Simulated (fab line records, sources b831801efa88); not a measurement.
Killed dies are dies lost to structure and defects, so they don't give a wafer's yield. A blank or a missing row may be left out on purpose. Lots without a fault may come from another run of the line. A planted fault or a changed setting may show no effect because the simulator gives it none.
One fault seen from 2 desks | flow sky130 | each desk has only its own numbers; what lay behind them comes last

THE METROLOGY DESK
What the gauges read, lot by lot, whatever tool the lot ran on: means of the sampled wafers that have a number. A lot is out of limits, marked OUT, if its mean lies more than 4 standard deviations from the usual mean; the brackets give that distance.
Columns: A = FIELD_ISO_OXIDATION_00_THK at SKY_FIELD_ISO_THK_MEAS_02, usual 11.97 nm; B = SONOS_ONO_OXIDATION_THK at SKY_SONOS_ONO_THK_MEAS_01, usual 2.61 nm; C = GATE_OXIDE_OVL at SKY_GATE_OXIDE_OVL_MEAS_10, usual -0.1 nm; D = LOCAL_INTERCONNECT_TIN_THK at SKY_LOCAL_INTERCONNECT_THK_MEAS_02, usual 97.2 nm
lot  | first seen here | A     | B               | C    | D
L312 | day 1 23:51     | 12.04 | 2.55            | -0.2 | 95.3
L315 | day 2 14:21     | 11.87 | 2.56            | 2.0  | 98.6
L317 | day 2 23:32     | 11.98 | 2.86 (+4.8) OUT | 0.8  | 98.9
L318 | day 3 03:55     | 12.06 | 2.91 (+5.8) OUT | 2.2  | 95.6
L319 | day 3 08:38     | 11.82 | 2.90 (+5.5) OUT | -1.0 | 98.9
L323 | day 4 04:38     | 11.57 | 2.57            | -0.6 | 95.8
L324 | day 4 10:19     | 11.69 | 2.59            | -0.2 | 98.9
L327 | day 5 00:41     | 12.15 | 2.60            | -3.2 | 97.5
L328 | day 5 05:38     | 11.62 | 2.63            | -0.3 | 98.4
L330 | day 5 17:17     | 11.94 | 2.64            | 0.5  | 96.3
L331 | day 5 21:38     | 12.11 | 2.58            | 1.1  | 98.1
L333 | day 6 07:02     | 11.66 | 2.68            | -0.5 | 96.8
This desk's finding: out of limits on L317, L318, L319; first on L317, day 13 22:35 (SONOS_ONO_OXIDATION_THK at SKY_SONOS_ONO_THK_MEAS_01). In limits: L312, L315, L323, L324, L327, L328, L330, L331, L333.

THE TOOL OWNER'S DESK: furnace-01
The tool's own readings at SKY_SONOS_ONO_OXIDATION_00 (stabilise 600 s, purge 300 s, target thk 2.6 nm): means of the sampled wafers that have a number, for each lot that ran on this tool. A lot is out of limits, marked OUT, if its mean lies more than 4 standard deviations from the usual mean; the brackets give that distance.
Columns: A = spike_tc_centre_C at SKY_SONOS_ONO_OXIDATION_00, usual 800.7 C; B = spike_tc_lower_C at SKY_SONOS_ONO_OXIDATION_00, usual 801.0 C; C = spike_tc_top_C at SKY_SONOS_ONO_OXIDATION_00, usual 810.6 C; D = spike_tc_upper_C at SKY_SONOS_ONO_OXIDATION_00, usual 800.4 C; E = tube_center_temp_C at SKY_SONOS_ONO_OXIDATION_00, usual 800 C; F = tube_center_temp_C_max at SKY_SONOS_ONO_OXIDATION_00, usual 802.0; G = zone_power_upper_pct at SKY_SONOS_ONO_OXIDATION_00, usual 15.2 %
lot  | first seen here | A                | B                | C                | D                | E             | F               | G
L317 | day 13 21:14    | 805.4 (+4.3) OUT | 806.5 (+5.0) OUT | 816.5 (+5.3) OUT | 806.4 (+5.0) OUT | 806 (+73) OUT | 807.9 (+17) OUT | 13.0
L318 | day 13 22:35    | 806.8 (+5.5) OUT | 805.3            | 814.9            | 805.3 (+4.1) OUT | 806 (+72) OUT | 807.8 (+17) OUT | 13.0
L319 | day 13 22:35    | 805.1            | 806.4 (+4.9) OUT | 815.5 (+4.4) OUT | 807.2 (+5.7) OUT | 806 (+73) OUT | 807.6 (+16) OUT | 13.0
L331 | day 17 18:30    | 799.5            | 800.6            | 811.0            | 800.2            | 800           | 801.9           | 12.8
This desk's finding: out of limits on L317, L318, L319; first on L317, day 13 21:14 (spike_tc_centre_C at SKY_SONOS_ONO_OXIDATION_00). In limits: L331.

PUT TOGETHER
The tool owner's desk could have raised an alarm at day 13 21:14, on L317, L318, L319.
The metrology desk could have raised an alarm at day 13 22:35, on L317, L318, L319.
Of the lots named, all ran SKY_SONOS_ONO_OXIDATION_00 on furnace-01.

WHAT THE SIMULATOR HAD PUT IN
Process parameter drift: furnace-01, from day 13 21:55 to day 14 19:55, at SKY_SONOS_ONO_OXIDATION_00. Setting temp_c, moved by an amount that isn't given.
Lots struck among those shown: L317, L318, L319.
